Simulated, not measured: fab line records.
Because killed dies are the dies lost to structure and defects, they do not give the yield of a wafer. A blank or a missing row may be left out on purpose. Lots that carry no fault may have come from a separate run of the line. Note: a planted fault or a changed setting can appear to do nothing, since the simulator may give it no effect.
A struck lot beside a sound one :: flow gf180mcu :: 16 steps out of a route of 602
Sound: these wafers, L719.2, L719.3, L719.5. Struck: wafers L732.3, L732.6 (left out: L732.2, a lot-mate that was not struck); the cause follows at the end.
For every step that has rows: the tool of each side, followed by ch and its chambers, followed by its first start. Under that, the readings that differ: sound wafers :: struck wafers :: difference of the means :: sigmas: that difference in standard deviations of wafers without a fault.
alike: readings with means less than 2 such deviations apart, plus words and numbers identical on both sides. not compared: withheld readings, readings lacking a value on some wafer, bounds such as >300 that could conceal the same value, and numbers that have no deviation in the record and whose values overlap.
A row with sigmas, a row that says differs or no value, or rows on one side alone: a step with any of these is where the two part. Numbers that have no deviation but don't overlap get no sigmas and don't part them. Lack of a reading on every wafer of one side parts them only where that side has two or more wafers.

first, 6 steps without rows for these wafers: GF_M3_HMDS_08 (prime time 60 s); GF_M3_COAT_09 (resist thk 1000 nm); GF_M3_SOFTBAKE_10 (time 60 s); GF_M3_EXPOSE_11 (exposes mask Metal3, target cd 280 nm); GF_M3_PEB_12 (peb time 90 s); GF_M3_DEVELOP_13 (develop time 60 s).
GF_M3_CD_MEAS_14: target cd 280 nm.
  sound on cdSem-02 at day 21 11:48; struck on cdSem-01 at day 25 19:56
  alike: cdNm
GF_M3_OVL_MEAS_15:
  sound on overlay-01 at day 21 11:54; struck on overlay-01 at day 25 20:03
  alike: M3_OVL
GF_M3_METAL_ETCH_16: etches the open film in Cl2/BCl3, stops on SiO2, target depth 627.5 nm, time 104.6 s.
  sound on rieMetal-02 ch 1, day 21 11:56; struck on rieMetal-03 ch 0,1, day 25 20:05
  alike: drypumpMotorCurrentA, oesProductAu, throttleValvePct
  not compared: rfHoursCounterH
GF_M3_STRIP_17: strips in O2/N2.
  sound on plasmaAsher-04 ch 0,1, day 21 12:02; struck on plasmaAsher-03 ch 1, day 25 20:11
  alike: drypumpMotorCurrentA, heaterPowerW, oesProductAu, stripTimeToEndpointS
  not compared: rfHoursCounterH
then, 2 steps without rows for these wafers: GF_M3_STRIP_18 (strips in post etch residue remover, time 1200 s); GF_M3_CLEAN_19 (cleans in DIW).
GF_V3_CVD_00: deposits SiO2, target thk 600 nm, time 100 s.
  sound on hdpcvd-02 ch 0,1,2, day 21 12:42; struck on hdpcvd-02 ch 0, day 25 20:44
reading: sih4FlowSccm (sccm)
sound: 59.86 60.00 59.89
struck: 90.09 89.71
difference: +29.98
sigmas: +99 or more

reading: model.SiO2_of_V3_CVD_00.thkNm (nm)
sound: 598.8 599.9 589.4
struck: 896.7 899.3
difference: +302.0
sigmas: 
GF_V3_THK_MEAS_01:
  sound on filmMetro-01 at day 21 12:47; struck on filmMetro-02 at day 25 20:50
reading: V3_CVD_00_THK (nm)
sound: 599 600 589
struck: 897 899
difference: +302
sigmas: +53
GF_V3_CVD_02: deposits SiO2 from TEOS, target thk 850 nm, time 94.851 s.
  sound on pecvd-01 ch 0,1, day 21 12:50; struck on pecvd-03 ch 1, day 25 20:53
  alike: heaterPowerW
next, for these wafers, 1 step has no rows: GF_PASSIVATION_PROBE_99.

== WHERE THEY PART ==
First at GF_V3_CVD_00; last, within this record, at GF_V3_THK_MEAS_01. Later steps at which nothing parts them and some readings are alike: GF_V3_CVD_02.

WHY: the cause the simulator had injected
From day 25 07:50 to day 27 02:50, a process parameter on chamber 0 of hdpcvd-02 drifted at GF_V3_CVD_00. Setting sih4FlowSccm, moved by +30, from 60. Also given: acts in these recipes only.
